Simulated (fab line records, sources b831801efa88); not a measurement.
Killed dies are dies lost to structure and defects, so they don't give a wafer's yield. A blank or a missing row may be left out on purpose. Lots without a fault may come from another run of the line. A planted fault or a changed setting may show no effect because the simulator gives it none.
One fault seen from 2 desks | flow sky130 | each desk has only its own numbers; what lay behind them comes last

THE METROLOGY DESK
What the gauges read, lot by lot, whatever tool the lot ran on: means of the sampled wafers that have a number. A lot is out of limits, marked OUT, if its mean lies more than 4 standard deviations from the usual mean; the brackets give that distance.
Columns: A = FIELD_ISO_CVD_24_THK at SKY_FIELD_ISO_THK_MEAS_25, usual 596 nm; B = VT_ADJUST_LVTN_OVL at SKY_VT_ADJUST_LVTN_OVL_MEAS_07, usual 0.3 nm; C = cd_nm at SKY_VT_ADJUST_NCORE_CD_MEAS_07, usual 380.6 nm
lot  | first seen here | A   | B                       | C
L240 | day 2 09:26     | 590 | 0.8                     | 383.6
L241 | day 2 13:12     | 598 | 1.6                     | 384.9
L242 | day 2 18:25     | 597 | 0.4                     | 380.9
L243 | day 2 21:29     | 602 | -2.5                    | 381.0
L245 | day 3 08:10     | 601 | -0.1                    | 378.6
L248 | day 4 02:08     | 596 | 0.4                     | 382.5
L252 | day 4 21:20     | 600 | 170.3 (+99 or more) OUT | 378.9
L254 | day 5 07:53     | 602 | 169.7 (+99 or more) OUT | 384.5
L255 | day 5 18:27     | 589 | -0.2                    | 380.3
L256 | day 5 23:51     | 594 | -0.7                    | 380.4
L259 | day 6 10:46     | 598 | 0.6                     | 382.2
L260 | day 6 14:50     | 598 | 0.5                     | 380.4
This desk's finding: out of limits on L252, L254; first on L252, day 10 02:20 (VT_ADJUST_LVTN_OVL at SKY_VT_ADJUST_LVTN_OVL_MEAS_07). In limits: L240, L241, L242, L243, L245, L248, L255, L256, L259, L260.

THE TOOL OWNER'S DESK: iline_stepper-02
The tool's own readings at SKY_VT_ADJUST_LVTN_EXPOSE_04 (exposes mask NWM COMPLEMENT LESS NATIVE, target cd 840 nm): means of the sampled wafers that have a number, for each lot that ran on this tool. A lot is out of limits, marked OUT, if its mean lies more than 4 standard deviations from the usual mean; the brackets give that distance.
Columns: A = stage_vel_mm_s at SKY_VT_ADJUST_LVTN_EXPOSE_04, usual 500.00 mm/s
lot  | first seen here | A
L240 | day 6 12:32     | 500.40
L248 | day 8 14:11     | 499.73
L252 | day 9 16:16     | 500.03
L254 | day 10 02:09    | 499.92
This desk's finding: nothing out of limits on any of the 4 lots.

PUT TOGETHER
The metrology desk could have raised an alarm at day 10 02:20, on L252, L254.
The tool owner's desk saw nothing out of limits.
The tool owner's desk has L252, L254 on record, within its limits.
Of the lots named, all ran SKY_VT_ADJUST_LVTN_EXPOSE_04 on iline_stepper-02.

WHAT THE SIMULATOR HAD PUT IN
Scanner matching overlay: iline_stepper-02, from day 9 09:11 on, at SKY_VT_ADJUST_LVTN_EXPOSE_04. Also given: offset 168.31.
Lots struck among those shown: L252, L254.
Hours from the fault's start to each desk's first reading out of limits: the metrology desk, 17.
